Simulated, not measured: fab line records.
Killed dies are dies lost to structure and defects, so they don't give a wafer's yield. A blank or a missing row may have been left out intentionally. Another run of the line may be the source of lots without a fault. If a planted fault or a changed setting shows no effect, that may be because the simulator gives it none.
fab line records	flow sky130
record lots=13	wafers=39	last-day=50
route steps=708 shown VT_ADJUST_LVTN@117 METAL3@535 VIA3@597 METAL4@601 PAD_OPEN@708
lots that met no fault: from a run of the same line without faults
start-h: hours from the record's opening day to when the first of the lot's shown wafers began	wait-h: hours elapsed since this lot's preceding step	" unchanged from the row above	L1.1+2: a row that stands for several wafers	- no value, or no start given	* or withheld: withheld	< > ~ a bound
route shown NAME@n: names a module that has steps shown in the file, with the first one's number in the route	usual: average and standard deviation across the fault-free wafers	same: alike in all rows	chamber/n: place in a boat	sites: each site's reading	_std_site: the standard deviation of these	_edge_site: the outer-site mean with the inner-site mean subtracted	radius-mm: how far each site lies from the wafer's centre	mask NAME#n: copy n	behind: the most recent tool/chamber to have shaped the wafer	hold: the reason the lot was held/the length of the hold in hours/how it ended	device: the transistor (n, p or np) that didn't switch	end of line: tests run on the same wafers once the route is complete	step lacking rows: just its recipe	killed: count of dies lost to structure and defects at first sort (not the wafer's yield)	map: a wafer's dies, x killed, . not, _ none there
set.NAME: the setting that was run; set.NAME@STEP: the one run at that earlier step	model.NAME: the simulator's own value behind a step, which no gauge read
a sample of lots followed through the steps of the route, with each step as a table and each wafer as a row
services: the hour from which a tool's chamber was out of use, counted from the record's first day as start-h (under 0 if before that day), plus the number of hours and why
## steps
# step SKY_VT_ADJUST_LVTN_STRIP_20
# recipe chemistry=O2/N2	power-w=1400	pressure-mtorr=1500	platen-temp-c=withheld	o2-flow-sccm=3000	n2-flow-sccm=300	overash-fraction=0.5
# usual drypump-motor-current-A=5.75/0.25	oes-product-au=0.716/0.0046	strip-time-to-endpoint-s=14.16/0.034
lot.wafer	tool	chamber	start-h	wait-h	drypump-motor-current-A	oes-product-au	rf-hours-counter-h	strip-time-to-endpoint-s
L405.1	plasma-asher-03	1	161.15	0.1	5.73	0.712	48	14.18
L405.2	"	0	"	"	6.06	0.711	48	14.14
L405.5	"	1	"	"	5.73	0.720	-	14.19
L406.1	plasma-asher-03	1	168.34	0.1	5.69	0.716	49	14.15
L406.3	"	0	"	"	6.07	0.719	-	14.14
L406.6	"	0	"	"	6.07	0.707	-	14.19
L407.1	plasma-asher-03	0	173.59	0.1	6.06	0.716	49	14.15
L407.3	"	0	"	"	6.08	0.724	-	14.19
L407.4	"	1	"	"	5.70	0.714	-	14.20
L408.2	plasma-asher-03	1	179.79	0.1	5.67	0.716	50	14.21
L408.5	"	1	"	"	5.70	0.718	-	14.23
L408.6	"	0	"	"	6.05	0.705	-	14.18
L409.2	plasma-asher-01	1	191.55	0.1	5.29	0.707	7	14.16
L409.3	"	1	"	"	5.30	0.708	-	14.15
L409.4	"	0	"	"	5.73	0.714	-	14.14
L410.1	plasma-asher-04	1	193.69	0.1	5.95	0.715	50	14.13
L410.2	"	0	"	"	5.53	0.720	50	14.15
L410.4	"	1	"	"	5.95	0.721	-	14.13
L411.3	plasma-asher-03	0	200.18	0.1	6.06	0.715	-	14.17
L411.4	"	1	"	"	5.68	0.714	-	14.17
L411.5	"	1	"	"	5.70	0.715	-	14.15
L413.2	plasma-asher-04	1	216.64	0.1	5.92	0.711	53	14.19
L413.5	"	1	"	"	5.94	0.713	-	14.14
L413.6	"	0	"	"	5.49	0.725	-	14.19
L415.1	plasma-asher-03	0	228.65	0.1	6.06	0.709	53	14.21
L415.3	"	1	"	"	5.70	0.716	-	14.22
L415.5	"	1	"	"	5.66	0.714	-	14.23
L416.1	plasma-asher-04	1	237.64	0.1	5.95	0.729	55	14.15
L416.3	"	0	"	"	5.51	0.722	-	14.10
L416.6	"	0	"	"	5.49	0.711	-	14.10
L426.2	plasma-asher-03	1	333.09	0.1	5.73	0.713	63	14.09
L426.4	"	0	"	"	6.09	0.714	-	14.14
L426.6	"	0	"	"	6.08	0.714	-	14.12
L428.2	plasma-asher-01	1	333.75	0.1	5.28	0.711	22	14.20
L428.3	"	1	"	"	5.30	0.713	-	14.20
L428.5	"	0	"	"	5.76	0.707	-	14.19
L427.1	plasma-asher-03	0	333.84	0.1	6.06	0.708	63	14.13
L427.2	"	1	"	"	5.71	0.713	63	14.17
L427.6	"	1	"	"	5.66	0.720	-	14.14
# step SKY_METAL3_SPUTTER_03
# recipe material=Ti	target-thk-nm=5	power-w=3000	time-s=3.3	chamber-pressure-pa=0.4
# usual throttle-valve-pct=29.4/1
lot.wafer	tool	chamber	start-h	wait-h	throttle-valve-pct
L405.1	pvd-sputter-03	-	843.81	0.0	30.9
L405.2	"	-	"	"	28.9
L405.5	"	-	"	"	31.1
L406.1	pvd-sputter-04	-	859.99	0.0	29.1
L406.3	"	-	"	"	31.2
L406.6	"	-	"	"	31.3
L407.1	pvd-sputter-04	-	863.67	0.0	29.3
L407.3	"	-	"	"	28.7
L407.4	"	-	"	"	31.4
L408.2	pvd-sputter-04	-	869.42	0.0	31.3
L408.5	"	-	"	"	29.4
L408.6	"	-	"	"	31.3
L409.2	pvd-sputter-01	-	877.14	0.0	27.4
L409.3	"	-	"	"	29.8
L409.4	"	-	"	"	27.3
L410.1	pvd-sputter-04	-	889.11	0.0	29.3
L410.2	"	-	"	"	31.4
L410.4	"	-	"	"	29.5
L411.3	pvd-sputter-04	-	892.43	0.0	29.6
L411.4	"	-	"	"	31.4
L411.5	"	-	"	"	31.2
L413.2	pvd-sputter-01	-	913.91	0.0	29.8
L413.5	"	-	"	"	29.2
L413.6	"	-	"	"	30.2
L415.1	pvd-sputter-01	-	926.38	0.0	30.4
L415.3	"	-	"	"	29.3
L415.5	"	-	"	"	29.4
L416.1	pvd-sputter-04	-	937.77	0.0	31.3
L416.3	"	-	"	"	29.4
L416.6	"	-	"	"	31.4
L428.2	pvd-sputter-03	-	1023.83	0.0	29.0
L428.3	"	-	"	"	29.3
L428.5	"	-	"	"	29.4
L427.1	pvd-sputter-04	-	1025.56	0.0	29.3
L427.2	"	-	"	"	28.6
L427.6	"	-	"	"	29.3
L426.2	pvd-sputter-01	-	1030.23	0.0	27.5
L426.4	"	-	"	"	30.2
L426.6	"	-	"	"	29.5
# step SKY_VIA3_CMP_24
# recipe stop-on=SiO2	t-overpolish-s=20	down-force-psi=3.5	platen-rpm=60	target-thk-nm=0	pad-velocity-m-s=0.94248
# usual motor-current-A=11.2/1.6	overpolish-run-s=20.000/0.0089	time-to-endpoint-s=93/5.6
lot.wafer	tool	chamber	start-h	wait-h	motor-current-A	overpolish-run-s	time-to-endpoint-s
L405.1	cmp-01	2	924.82	0.1	10.7	19.986	96
L405.2	"	0	"	"	14.0	19.991	100
L405.5	"	2	"	"	9.9	19.998	96
L406.1	cmp-01	0	939.23	0.1	13.8	19.993	95
L406.3	"	3	"	"	9.1	20.016	99
L406.6	"	0	"	"	13.9	19.999	98
L407.3	cmp-01	3	943.74	0.0	10.1	20.004	98
L407.4	"	1	"	"	11.7	19.998	83
L407.1	"	2	"	"	10.0	19.997	91
L408.2	cmp-02	0	949.19	0.0	11.1	20.014	100
L408.6	"	0	"	"	11.2	20.002	101
L408.5	"	1	"	"	10.5	19.990	97
L409.3	cmp-01	3	955.46	0.0	8.8	20.007	94
L409.2	"	0	"	"	14.4	19.987	94
L409.4	"	1	"	"	11.8	19.993	83
L410.1	cmp-01	0	966.82	0.1	13.1	19.988	95
L410.4	"	2	"	"	10.3	20.007	91
L410.2	"	3	"	"	9.3	19.996	96
L411.3	cmp-02	0	970.40	0.0	11.3	19.993	98
L411.4	"	1	"	"	10.2	20.003	92
L411.5	"	1	"	"	10.1	19.994	94
L413.2	cmp-01	3	990.88	0.2	9.5	20.006	100
L413.6	"	0	"	"	13.2	20.010	94
L413.5	"	1	"	"	12.0	19.990	83
L415.1	cmp-01	3	1002.84	0.1	9.4	20.001	103
L415.3	"	2	"	"	10.3	20.005	94
L415.5	"	3	"	"	8.8	19.997	99
L416.3	cmp-02	2	1013.21	0.1	11.9	19.992	86
L416.1	"	3	"	"	9.1	20.006	82
L416.6	"	0	"	"	11.3	19.989	94
L428.3	cmp-01	1	1091.94	0.3	11.7	19.997	82
L428.2	"	3	"	"	8.9	19.986	98
L428.5	"	1	"	"	11.8	20.004	85
L427.2	cmp-02	1	1094.12	0.0	10.7	20.005	90
L427.1	"	3	"	"	9.3	19.997	89
L427.6	"	1	"	"	10.7	20.013	94
L426.4	cmp-02	3	1099.23	0.1	9.5	20.000	86
L426.2	"	0	"	"	11.6	20.013	96
L426.6	"	1	"	"	10.3	20.013	88
# step SKY_METAL4_SPUTTER_03
# recipe material=Ti	target-thk-nm=5	power-w=3000	time-s=3.3	chamber-pressure-pa=0.4
# usual throttle-valve-pct=29.7/0.83
lot.wafer	tool	chamber	start-h	wait-h	throttle-valve-pct
L405.1	pvd-sputter-03	-	925.21	0.0	31.0
L405.2	"	-	"	"	29.2
L405.5	"	-	"	"	30.7
L406.1	pvd-sputter-02	-	939.62	0.0	29.4
L406.3	"	-	"	"	30.6
L406.6	"	-	"	"	29.4
L407.1	pvd-sputter-03	-	944.13	0.0	29.5
L407.3	"	-	"	"	29.2
L407.4	"	-	"	"	31.1
L408.2	pvd-sputter-03	-	949.57	0.0	29.2
L408.5	"	-	"	"	28.9
L408.6	"	-	"	"	31.1
L409.2	pvd-sputter-04	-	955.84	0.0	31.7
L409.3	"	-	"	"	29.1
L409.4	"	-	"	"	29.5
L410.1	pvd-sputter-03	-	967.20	0.0	28.8
L410.2	"	-	"	"	29.1
L410.4	"	-	"	"	30.7
L411.3	pvd-sputter-04	-	970.78	0.0	29.4
L411.4	"	-	"	"	28.8
L411.5	"	-	"	"	28.9
L413.2	pvd-sputter-03	-	991.12	0.0	29.4
L413.5	"	-	"	"	31.2
L413.6	"	-	"	"	28.8
L415.1	pvd-sputter-03	-	1003.23	0.0	29.4
L415.3	"	-	"	"	30.9
L415.5	"	-	"	"	29.4
L416.1	pvd-sputter-04	-	1013.50	0.0	28.8
L416.3	"	-	"	"	29.4
L416.6	"	-	"	"	28.9
L428.2	pvd-sputter-02	-	1092.32	0.0	29.5
L428.3	"	-	"	"	30.6
L428.5	"	-	"	"	29.2
L427.1	pvd-sputter-02	-	1094.51	0.0	29.7
L427.2	"	-	"	"	29.3
L427.6	"	-	"	"	29.3
L426.2	pvd-sputter-03	-	1099.52	0.0	30.9
L426.4	"	-	"	"	29.6
L426.6	"	-	"	"	29.4
# step SKY_PAD_OPEN_PROBE_99
# usual killed_at_M0_to_M3=42/6.6	killed_at_M4_up=3.1/1.9	killed-at-contacts=24/5.6	killed-at-front-end=15/4.8	killed-at-other=0.3/0.48	killed-dies=84/10	killed-open=47/6.8	killed-short=37/6.8
# same gross-dies=492	killed-at-back-side=0
lot.wafer	tool	chamber	start-h	wait-h	killed_at_M0_to_M3	killed_at_M4_up	killed-at-contacts	killed-at-front-end	killed-at-other	killed-dies	killed-open	killed-short
L427.1	prober-01	-	1205.10	0.1	54	4	25	21	1	105	47	58
L427.2	prober-01	-	1205.15	0.1	52	2	31	55	0	140	54	40
L427.6	prober-01	-	1205.35	0.2	35	5	23	57	0	120	43	33
L426.2	prober-01	-	1209.35	0.1	45	3	31	57	0	136	52	33
L426.4	prober-01	-	1209.45	0.2	47	3	8	17	0	75	39	36
L426.6	prober-01	-	1209.55	0.2	38	3	20	16	0	77	41	36
# killed by level:class
L427.1 VIA1:geometric-particle:open=13 METAL2:geometric-particle:short=9 CONTACT:geometric-particle:short=7 FIELD_ISO:geometric-particle:short=6 VIA3:geometric-particle:short=6 VIA1:geometric-particle:short=6 VIA3:geometric-particle:open=6 VIA2:geometric-particle:open=5
L427.2 VT_ADJUST_LVTN:unspecified=45 VIA1:geometric-particle:open=14 CONTACT:geometric-particle:open=11 VIA3:geometric-particle:open=9 VIA2:geometric-particle:open=7 LI_CONTACT:geometric-particle:open=6 CONTACT:geometric-particle:short=6 METAL2:geometric-particle:short=6
L427.6 VT_ADJUST_LVTN:unspecified=44 VIA3:geometric-particle:open=8 CONTACT:geometric-particle:open=7 VIA1:geometric-particle:open=7 LI_CONTACT:geometric-particle:open=6 POLY_GATE:geometric-particle:short=5 VIA1:geometric-particle:short=4 CONTACT:geometric-particle:short=4
L426.2 VT_ADJUST_LVTN:unspecified=51 VIA1:geometric-particle:open=14 CONTACT:geometric-particle:open=12 LI_CONTACT:geometric-particle:open=6 METAL2:geometric-particle:short=6 VIA2:geometric-particle:open=5 LOCAL_INTERCONNECT:geometric-particle:short=5 VIA3:geometric-particle:open=5
L426.4 VIA1:geometric-particle:open=8 VIA1:geometric-particle:short=8 VIA2:geometric-particle:open=7 POLY_GATE:geometric-particle:short=5 LI_CONTACT:geometric-particle:open=5 FIELD_ISO:geometric-particle:open=4 VIA3:geometric-particle:open=4 VIA3:geometric-particle:short=4
L426.6 LI_CONTACT:geometric-particle:open=9 POLY_GATE:geometric-particle:short=6 CONTACT:geometric-particle:open=6 METAL1:geometric-particle:short=6 VIA3:geometric-particle:open=6 FIELD_ISO:geometric-particle:open=5 VIA1:geometric-particle:open=5 METAL1:geometric-particle:open=4
## services
tool	chamber	start-h	hours	kind
pvd-sputter-04	-	161.42	3.0	repair
plasma-asher-03	-	213.85	14.6	pm
pvd-sputter-03	-	223.77	1.5	repair
pvd-sputter-03	-	228.75	7.4	repair
cmp-01	-	232.00	4.0	pm
cmp-01	-	261.10	0.2	repair
cmp-01	-	290.80	28.3	pm
pvd-sputter-03	-	296.27	3.4	repair
pvd-sputter-04	-	309.40	9.8	repair
cmp-01	-	324.59	4.1	repair
pvd-sputter-03	-	358.15	4.4	repair
pvd-sputter-04	-	423.39	5.1	repair
pvd-sputter-04	-	459.50	3.7	repair
pvd-sputter-03	-	461.11	5.8	repair
pvd-sputter-03	-	495.77	2.5	repair
pvd-sputter-03	-	515.69	1.4	repair
pvd-sputter-04	-	540.12	3.3	repair
pvd-sputter-03	-	634.70	5.5	repair
pvd-sputter-04	-	718.85	6.4	repair
pvd-sputter-03	-	785.43	3.6	repair
pvd-sputter-03	-	787.33	2.6	repair
pvd-sputter-03	-	832.78	2.4	repair
pvd-sputter-03	-	1016.58	0.5	repair
pvd-sputter-04	-	1099.04	6.1	repair
## key
first-sign step=SKY_PAD_OPEN_PROBE_99	reading=killed-at-front-end	direction=up	sigmas=8.6	usual=15	struck=56
effect step=SKY_PAD_OPEN_PROBE_99	reading=killed-dies	direction=up	sigmas=4.6	usual=84	struck=132
met-at SKY_VT_ADJUST_LVTN_STRIP_20
struck-lots L426,L427
struck-wafers L426.2,L427.2,L427.6
tester-left-out L426,L427
not-acting-at SKY_METAL3_SPUTTER_03,SKY_VIA3_CMP_24,SKY_METAL4_SPUTTER_03
onset-between 228.65 333.09
fault kind=chamber-particle-source	tool=plasma-asher-03	chamber=1	onset-h=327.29	steps=SKY_VT_ADJUST_LVTN_STRIP_20	rate-per-visit-cm2=2.0789	end-h=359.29
# tester-left-out: of these lots the tester's yield and bins aren't shown, on N5 and GAA mostly nor the transistor test; their killed dies are dies lost to structure and defects alone, not to doping, threshold or leakage, so they don't give the yield
